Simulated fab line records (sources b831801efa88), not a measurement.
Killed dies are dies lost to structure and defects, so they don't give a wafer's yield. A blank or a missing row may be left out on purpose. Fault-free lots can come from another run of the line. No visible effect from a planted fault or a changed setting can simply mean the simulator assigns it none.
Chamber matching :: flow gf180mcu :: 4 sister chambers for GF_V2_CMP_26 on cmp-02
The step polishes, stops on SiO2, t overpolish 15 s, target thk 0 nm. 4 wafers are shown with their chamber, then 10 later ones without.

## WAFERS PAIRED WITH THEIR CHAMBERS
wafer: L083.6
chamber: 0
motor-current-A (A): 11.7

wafer: L086.5
chamber: 1
motor-current-A (A): 8.6

wafer: L087.1
chamber: 3
motor-current-A (A): 10.6

wafer: L087.2
chamber: 2
motor-current-A (A): 10.3

## WAFERS MISSING THEIR CHAMBER
wafer: L087.6
motor-current-A (A): 9.5

wafer: L090.1
motor-current-A (A): 8.1

wafer: L090.4
motor-current-A (A): 10.4

wafer: L090.6
motor-current-A (A): 8.5

wafer: L092.1
motor-current-A (A): 10.0

wafer: L092.2
motor-current-A (A): 8.6

wafer: L092.3
motor-current-A (A): 9.9

wafer: L095.4
motor-current-A (A): 8.3

wafer: L095.5
motor-current-A (A): 11.7

wafer: L095.6
motor-current-A (A): 10.6

## EACH ONE'S CHAMBER
wafer: L087.6
from the rows above: can't be placed: 2 or 1 or 3
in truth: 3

wafer: L090.1
from the rows above: 1
in truth: 1

wafer: L090.4
from the rows above: can't be placed: 2 or 3
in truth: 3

wafer: L090.6
from the rows above: 1
in truth: 1

wafer: L092.1
from the rows above: can't be placed: 2 or 3
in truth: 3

wafer: L092.2
from the rows above: 1
in truth: 1

wafer: L092.3
from the rows above: can't be placed: 2 or 3
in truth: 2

wafer: L095.4
from the rows above: 1
in truth: 1

wafer: L095.5
from the rows above: 0
in truth: 0

wafer: L095.6
from the rows above: can't be placed: 3 or 2
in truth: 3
5 of 10 placed correctly. Cannot be placed on the basis of these rows: 5; the candidates contain the true chamber in 5. 0 placed wrongly.
How it was worked out, from the rows above alone: a wafer's distance from a chamber is the root of the sum, over the readings, of the square of ((its reading less the chamber's mean) divided by the reading's scatter). If the next closest chamber is less than 2 further off than the closest, the wafer can't be placed; otherwise it belongs to the closest. A chamber's mean is the mean of its shown wafers. The scatter (one wafer shown for each chamber): square how far every hidden wafer sits from the nearest shown wafer, average those squares and take the square root.
